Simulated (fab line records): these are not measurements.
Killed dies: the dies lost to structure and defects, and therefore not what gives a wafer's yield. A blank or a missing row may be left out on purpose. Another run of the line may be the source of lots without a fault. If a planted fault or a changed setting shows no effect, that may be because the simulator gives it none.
Which tool is to blame? :: flow sky130 :: Sampling: 11 lots, 33 wafers, 2 of 708 route steps

== WHAT THE GAUGES SHOWED, per wafer ==
SKY_VIA2_RS_MEAS_22: uses a four-point probe to measure.
lot: L242
measured: day 36 20:23
on: filmMetro-04
VIA2_W_RS (ohm/sq): 0.262 0.265 0.262

lot: L246
measured: day 37 18:36
on: filmMetro-04
VIA2_W_RS (ohm/sq): 0.280 0.278 0.276

lot: L247
measured: day 38 04:31
on: filmMetro-01
VIA2_W_RS (ohm/sq): 0.266 0.268 0.268

lot: L248
measured: day 38 09:08
on: filmMetro-01
VIA2_W_RS (ohm/sq): 0.265 0.266 0.267

lot: L249
measured: day 38 16:26
on: filmMetro-02
VIA2_W_RS (ohm/sq): 0.268 0.266 0.268

lot: L251
measured: day 39 10:53
on: filmMetro-04
VIA2_W_RS (ohm/sq): 0.274 0.279 0.281

lot: L256
measured: day 41 11:07
on: filmMetro-01
VIA2_W_RS (ohm/sq): 0.277 0.282 0.277

lot: L259
measured: day 42 12:10
on: filmMetro-02
VIA2_W_RS (ohm/sq): 0.275 0.278 0.281

lot: L260
measured: day 42 14:22
on: filmMetro-04
VIA2_W_RS (ohm/sq): 0.276 0.272 0.280

lot: L261
measured: day 42 14:53
on: filmMetro-02
VIA2_W_RS (ohm/sq): 0.264 0.266 0.264

lot: L262
measured: day 42 15:23
on: filmMetro-04
VIA2_W_RS (ohm/sq): 0.276 0.272 0.278

== WHICH TOOL RAN EACH LOT (tool, then ch and the chambers of the sampled wafers, then the start) ==
lot: L242
SKY_METAL2_STRIP_20: plasmaAsher-03 ch 0,1, day 35 15:48

lot: L246
SKY_METAL2_STRIP_20: plasmaAsher-01 ch 1, day 36 13:37

lot: L247
SKY_METAL2_STRIP_20: plasmaAsher-03 ch 0,1, day 36 23:39

lot: L248
SKY_METAL2_STRIP_20: plasmaAsher-03 ch 0,1, day 37 04:31

lot: L249
SKY_METAL2_STRIP_20: plasmaAsher-04 ch 0,1, day 37 11:55

lot: L251
SKY_METAL2_STRIP_20: plasmaAsher-03 ch 0,1, day 38 07:09

lot: L256
SKY_METAL2_STRIP_20: plasmaAsher-01 ch 0,1, day 40 09:04

lot: L259
SKY_METAL2_STRIP_20: plasmaAsher-03 ch 1, day 41 09:55

lot: L260
SKY_METAL2_STRIP_20: plasmaAsher-04 ch 0,1, day 41 12:13

lot: L261
SKY_METAL2_STRIP_20: plasmaAsher-04 ch 0,1, day 41 12:50

lot: L262
SKY_METAL2_STRIP_20: plasmaAsher-03 ch 0,1, day 41 13:21
- SKY_METAL2_STRIP_20: strips in O2/N2.

== AS READ BY THE TOOLS THEMSELVES (means over the sampled wafers that have a number; for cases with no such wafer, the mark the record gives instead) ==
SKY_METAL2_STRIP_20.
lot: L242
tool: plasmaAsher-03
drypumpMotorCurrentA (A): 5.6
oesProductAu (a.u.): 0.344
stripTimeToEndpointS (s): 2.76

lot: L246
tool: plasmaAsher-01
drypumpMotorCurrentA (A): 6.4
oesProductAu (a.u.): 0.352
stripTimeToEndpointS (s): 2.81

lot: L247
tool: plasmaAsher-03
drypumpMotorCurrentA (A): 5.7
oesProductAu (a.u.): 0.349
stripTimeToEndpointS (s): 2.81

lot: L248
tool: plasmaAsher-03
drypumpMotorCurrentA (A): 5.6
oesProductAu (a.u.): 0.347
stripTimeToEndpointS (s): 2.81

lot: L249
tool: plasmaAsher-04
drypumpMotorCurrentA (A): 6.3
oesProductAu (a.u.): 0.344
stripTimeToEndpointS (s): 2.68

lot: L251
tool: plasmaAsher-03
drypumpMotorCurrentA (A): 5.7
oesProductAu (a.u.): 0.342
stripTimeToEndpointS (s): 2.63

lot: L256
tool: plasmaAsher-01
drypumpMotorCurrentA (A): 6.1
oesProductAu (a.u.): 0.347
stripTimeToEndpointS (s): 2.71

lot: L259
tool: plasmaAsher-03
drypumpMotorCurrentA (A): 5.5
oesProductAu (a.u.): 0.344
stripTimeToEndpointS (s): 2.68

lot: L260
tool: plasmaAsher-04
drypumpMotorCurrentA (A): 6.3
oesProductAu (a.u.): 0.349
stripTimeToEndpointS (s): 2.74

lot: L261
tool: plasmaAsher-04
drypumpMotorCurrentA (A): 6.0
oesProductAu (a.u.): 0.344
stripTimeToEndpointS (s): 2.69

lot: L262
tool: plasmaAsher-03
drypumpMotorCurrentA (A): 5.7
oesProductAu (a.u.): 0.342
stripTimeToEndpointS (s): 2.76

== THE ANSWER, worked out from the rows above alone ==
Rule: the usual values come from the lots themselves. Put in order of their means at a reading, lots are off if they are a third of the lots or fewer, leave a main group of 4 or more, and stand apart from it by a gap of 3 or more times the standard deviation of the main group's means; of several such gaps the widest counts. If all means in a main group match to the digits the tables above print for the reading, that group is not used. A lot without any number at a reading at which 4 lots or more have one is off too. The other lots that the step has rows for count as sound. The gauges are gone through in route order, then the tools' own readings, and for those a lot's mean is taken as printed above. The first step at which some lot is off is used, and at that step the reading that is off furthest; a lot without a number counts as furthest.
Nothing can be told from this: no lot is off at any reading shown.

== WHAT THE SIMULATOR HAD PUT IN ==
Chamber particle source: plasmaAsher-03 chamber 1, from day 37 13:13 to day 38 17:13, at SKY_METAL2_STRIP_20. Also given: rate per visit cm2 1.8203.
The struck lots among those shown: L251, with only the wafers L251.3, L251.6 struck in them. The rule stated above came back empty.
